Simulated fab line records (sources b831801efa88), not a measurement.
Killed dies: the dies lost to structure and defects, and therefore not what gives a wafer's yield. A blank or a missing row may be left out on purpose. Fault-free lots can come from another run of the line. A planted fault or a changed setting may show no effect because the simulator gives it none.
Chamber matching    flow gf180mcu    rie diel-02 running GF_V4_ETCH_16: 4 sister chambers
The step etches BARC in N2/H2. 14 wafers are shown with their chamber, then 6 later ones without.

## WAFERS PAIRED WITH THEIR CHAMBERS
wafer   chamber  drypump motor current A (A)  throttle valve pct (%)  chamber pressure mTorr (mTorr)
L972.2  3        6.1                          13.224                  30.006
L972.3  2        6.4                          13.236                  29.965
L972.6  0        5.3                          13.219                  30.003
L973.2  1        5.4                          13.216                  29.984
L973.3  3        6.1                          13.216                  30.016
L973.4  0        5.2                          13.208                  30.015
L979.1  3        6.1                          13.222                  29.975
L979.4  1        5.4                          13.223                  29.999
L979.6  3        6.1                          13.226                  29.949
L981.2  1        5.4                          13.225                  30.027
L981.3  2        6.5                          13.235                  29.997
L981.6  2        6.5                          13.241                  29.984
L982.2  1        5.4                          13.233                  30.033
L982.4  3        6.1                          13.216                  30.004

SIGNATURES (averages over the wafers above)
reading                  chamber 0  chamber 1  chamber 2  chamber 3  scatter within a chamber
drypump motor current A  5.250      5.400      6.467      6.100      0.0342
throttle valve pct       13.21350   13.22425   13.23733   13.22080   0.00559
chamber pressure mTorr   30.00900   30.01075   29.98200   29.99000   0.0229
Rule: distance of a wafer from a chamber = root of the sum over the readings of ((wafer's reading minus chamber's mean) / reading's scatter) squared. The wafer belongs to the nearest chamber; if the next one is less than 2 further off, it can't be placed. How the scatter is found: for the shown wafers, subtract from each reading the mean of its chamber, square and add these, divide the total by (wafers less chambers), then take the root.

## WAFERS WITH NO CHAMBER GIVEN
wafer   drypump motor current A (A)  throttle valve pct (%)  chamber pressure mTorr (mTorr)
L982.6  6.5                          13.221                  30.059
L990.2  6.1                          13.234                  29.996
L990.4  6.5                          13.236                  29.960
L990.6  5.4                          13.225                  30.009
L991.1  6.1                          13.232                  30.007
L991.5  6.1                          13.215                  30.077

## THE CHAMBER EACH PASSED THROUGH
wafer   from the rows above  in truth
L982.6  2                    2
L990.2  3                    3
L990.4  2                    2
L990.6  1                    1
L991.1  3                    3
L991.5  3                    3
6 of 6 placed correctly. Can't be placed from these rows: 0. Wrongly placed: 0.
